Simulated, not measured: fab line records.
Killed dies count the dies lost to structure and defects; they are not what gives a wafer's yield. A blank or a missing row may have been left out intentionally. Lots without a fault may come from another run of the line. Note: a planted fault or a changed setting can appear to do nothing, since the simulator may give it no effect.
Comparing a struck lot with a sound one + flow sky130 + 41 out of 708 route steps
Sound: these wafers, L992.3, L992.4, L992.6. Wafers L999.1, L999.4, L999.5 were the ones struck. At the end, the cause is stated.
Order at every step that has rows: each side's tool, ch and its chambers, its first start. Under that, the readings that differ: sound wafers + struck wafers + difference of the means + sigmas: that difference in standard deviations of wafers without a fault.
alike: a reading whose means differ by less than 2 such deviations, as well as words and numbers matching on both sides. not compared: withheld readings; readings where some wafer has no value; bounds like >300 that might hide an equal value; numbers whose values overlap and for which the record gives no deviation.
A row with sigmas, a row that says differs or no value, or rows on one side alone: a step with any of these is where the two part. When numbers do not overlap yet have no deviation, they are printed without sigmas and do not part them. A reading missing from all wafers of one side parts the sides only when that side holds two or more wafers.

first, 1 step without rows for these wafers: SKY_NWELL_IMPLANT_24.
SKY_NWELL_STRIP_25: strips in O2/N2.
  sound on plasma-asher-01 ch 0,1, day 6 08:31; struck on plasma-asher-04 ch 0,1, day 7 14:37
| reading                      | sound             | struck            | difference | sigmas |
|------------------------------|-------------------|-------------------|------------|--------|
| strip-time-to-endpoint-s (s) | 36.87 36.72 36.93 | 37.03 37.11 37.12 | +0.25      | +2     |
  alike: drypump-motor-current-A, oes-product-au
  not compared: rf-hours-counter-h
SKY_NWELL_TW_MEAS_26:
  sound on film-metro-01, day 6 08:36; struck on film-metro-04, day 7 14:43
  alike: NWELL_2_TW
then, 1 step without rows for these wafers: SKY_NWELL_CLEAN_27 (cleans in SC1/SC2, time 150 s).
SKY_NWELL_RTA_28: time 30 s.
  sound on rtp-anneal-01 ch 0, day 6 08:46; struck on rtp-anneal-02 ch 0, day 7 14:50
  alike: lamp-power-pct, ramp-down-c-per-s, ramp-up-c-per-s, wafer_temp_C_max
SKY_NWELL_RS_MEAS_29: the measuring method here is four-point-probe.
  sound on film-metro-04, day 6 08:56; struck on film-metro-01, day 7 14:56
| reading           | sound             | struck            | difference | sigmas |
|-------------------|-------------------|-------------------|------------|--------|
| NWELL_RS (ohm/sq) | 622.0 622.5 622.4 | 626.8 625.0 625.6 | +3.5       | +2     |
SKY_NWELL_RS_MEAS_31: the measuring method here is four-point-probe.
  sound on film-metro-04, day 6 09:11; struck on film-metro-01, day 7 15:10
  alike: PWDE_RS
then, 4 steps without rows for these wafers: SKY_VT_ADJUST_HVTP_DEHYDRATE_00 (time 60 s); SKY_VT_ADJUST_HVTP_HMDS_01 (prime time 60 s); SKY_VT_ADJUST_HVTP_COAT_02 (resist thk 1140 nm); SKY_VT_ADJUST_HVTP_SOFTBAKE_03 (time 60 s).
SKY_VT_ADJUST_HVTP_EXPOSE_04: exposes mask HVTPM, target cd 380 nm.
  sound on iline-stepper-02 ch 0, day 6 18:42; struck on iline-stepper-01 ch 0, day 8 01:42
| reading | sound                   | struck                                                | difference | sigmas |
|---------|-------------------------|-------------------------------------------------------|------------|--------|
| mask    | HVTPM#0 HVTPM#0 HVTPM#0 | HVN_STD_DERIVED#0 HVN_STD_DERIVED#0 HVN_STD_DERIVED#0 | differs    |        |
then, 2 steps without rows for these wafers: SKY_VT_ADJUST_HVTP_PEB_05; SKY_VT_ADJUST_HVTP_DEVELOP_06 (develop time 60 s).
SKY_VT_ADJUST_HVTP_CD_MEAS_07 targets a cd of 380 nm.
  sound on cd-sem-02, day 7 04:40; struck on cd-sem-02, day 8 11:42
| reading    | sound             | struck | difference                    | sigmas |
|------------|-------------------|--------|-------------------------------|--------|
| cd-nm (nm) | 380.6 383.0 381.1 | - - -  | no value on the struck wafers |        |
SKY_VT_ADJUST_HVTP_OVL_MEAS_08:
  sound on overlay-01, day 7 04:46; struck on overlay-01, day 8 11:49
| reading                 | sound          | struck | difference                    | sigmas |
|-------------------------|----------------|--------|-------------------------------|--------|
| VT_ADJUST_HVTP_OVL (nm) | -3.7 -3.1 -3.0 | - - -  | no value on the struck wafers |        |
next, for these wafers, 1 step has no rows: SKY_VT_ADJUST_HVTP_IMPLANT_09.
SKY_VT_ADJUST_HVTP_STRIP_10: strips in O2/N2.
  sound on plasma-asher-01 ch 0,1, day 7 04:58; struck on plasma-asher-02 ch 0,1, day 8 12:00
  alike: drypump-motor-current-A, oes-product-au, strip-time-to-endpoint-s
  not compared: rf-hours-counter-h
SKY_VT_ADJUST_HVTP_TW_MEAS_11:
  sound on film-metro-02, day 7 05:03; struck on film-metro-01, day 8 12:06
| reading           | sound          | struck   | difference | sigmas      |
|-------------------|----------------|----------|------------|-------------|
| VT_ADJUST_HVTP_TW | 1333 1334 1347 | 29 30 30 | -1308      | -99 or more |
then, 7 steps without rows for these wafers: SKY_VT_ADJUST_LVTN_DEHYDRATE_00 (time 60 s); SKY_VT_ADJUST_LVTN_HMDS_01 (prime time 60 s); SKY_VT_ADJUST_LVTN_COAT_02 (resist thk 3000 nm); SKY_VT_ADJUST_LVTN_SOFTBAKE_03; SKY_VT_ADJUST_LVTN_EXPOSE_04 (exposes mask NWM COMPLEMENT LESS NATIVE, target cd 840 nm); SKY_VT_ADJUST_LVTN_PEB_05; SKY_VT_ADJUST_LVTN_DEVELOP_06 (develop time 60 s).
SKY_VT_ADJUST_LVTN_OVL_MEAS_07:
  sound on overlay-02, day 8 00:58; struck on overlay-01, day 9 09:03
  alike: VT_ADJUST_LVTN_OVL
next, for these wafers, 1 step has no rows: SKY_VT_ADJUST_LVTN_IMPLANT_08.
SKY_VT_ADJUST_LVTN_STRIP_09: strips in O2/N2.
  sound on plasma-asher-01 ch 0,1, day 8 01:10; struck on plasma-asher-01 ch 0,1, day 9 09:14
  alike: drypump-motor-current-A, oes-product-au, strip-time-to-endpoint-s
  not compared: rf-hours-counter-h
SKY_VT_ADJUST_LVTN_TW_MEAS_10:
  sound on film-metro-02, day 8 01:15; struck on film-metro-04, day 9 09:20
  alike: VT_ADJUST_LVTN_TW
then, 7 steps without rows for these wafers: SKY_VT_ADJUST_LVTN_DEHYDRATE_11 (time 60 s); SKY_VT_ADJUST_LVTN_HMDS_12 (prime time 60 s); SKY_VT_ADJUST_LVTN_COAT_13 (resist thk 1140 nm); SKY_VT_ADJUST_LVTN_SOFTBAKE_14 (time 60 s); SKY_VT_ADJUST_LVTN_EXPOSE_15 (exposes mask HVN STD DERIVED, target cd 600 nm); SKY_VT_ADJUST_LVTN_PEB_16; SKY_VT_ADJUST_LVTN_DEVELOP_17 (develop time 60 s).
SKY_VT_ADJUST_LVTN_OVL_MEAS_18:
  sound on overlay-02, day 8 21:35; struck on overlay-01, day 10 07:21
  alike: VT_ADJUST_LVTN_01_OVL
next, for these wafers, 1 step has no rows: SKY_VT_ADJUST_LVTN_IMPLANT_19.
SKY_VT_ADJUST_LVTN_STRIP_20: strips in O2/N2.
  sound on plasma-asher-01 ch 0,1, day 8 21:48; struck on plasma-asher-01 ch 0,1, day 10 07:32
  alike: drypump-motor-current-A, oes-product-au, strip-time-to-endpoint-s
  not compared: rf-hours-counter-h
SKY_VT_ADJUST_LVTN_TW_MEAS_21:
  sound on film-metro-02, day 8 21:53; struck on film-metro-04, day 10 07:38
| reading             | sound             | struck               | difference | sigmas      |
|---------------------|-------------------|----------------------|------------|-------------|
| VT_ADJUST_LVTN_2_TW | 186.1 185.4 185.5 | 1347.9 1341.8 1342.2 | +1158.3    | +99 or more |

## WHERE THEY PART
First at SKY_NWELL_STRIP_25; last, within this record, at SKY_VT_ADJUST_LVTN_TW_MEAS_21.

WHY: what the simulator had put in
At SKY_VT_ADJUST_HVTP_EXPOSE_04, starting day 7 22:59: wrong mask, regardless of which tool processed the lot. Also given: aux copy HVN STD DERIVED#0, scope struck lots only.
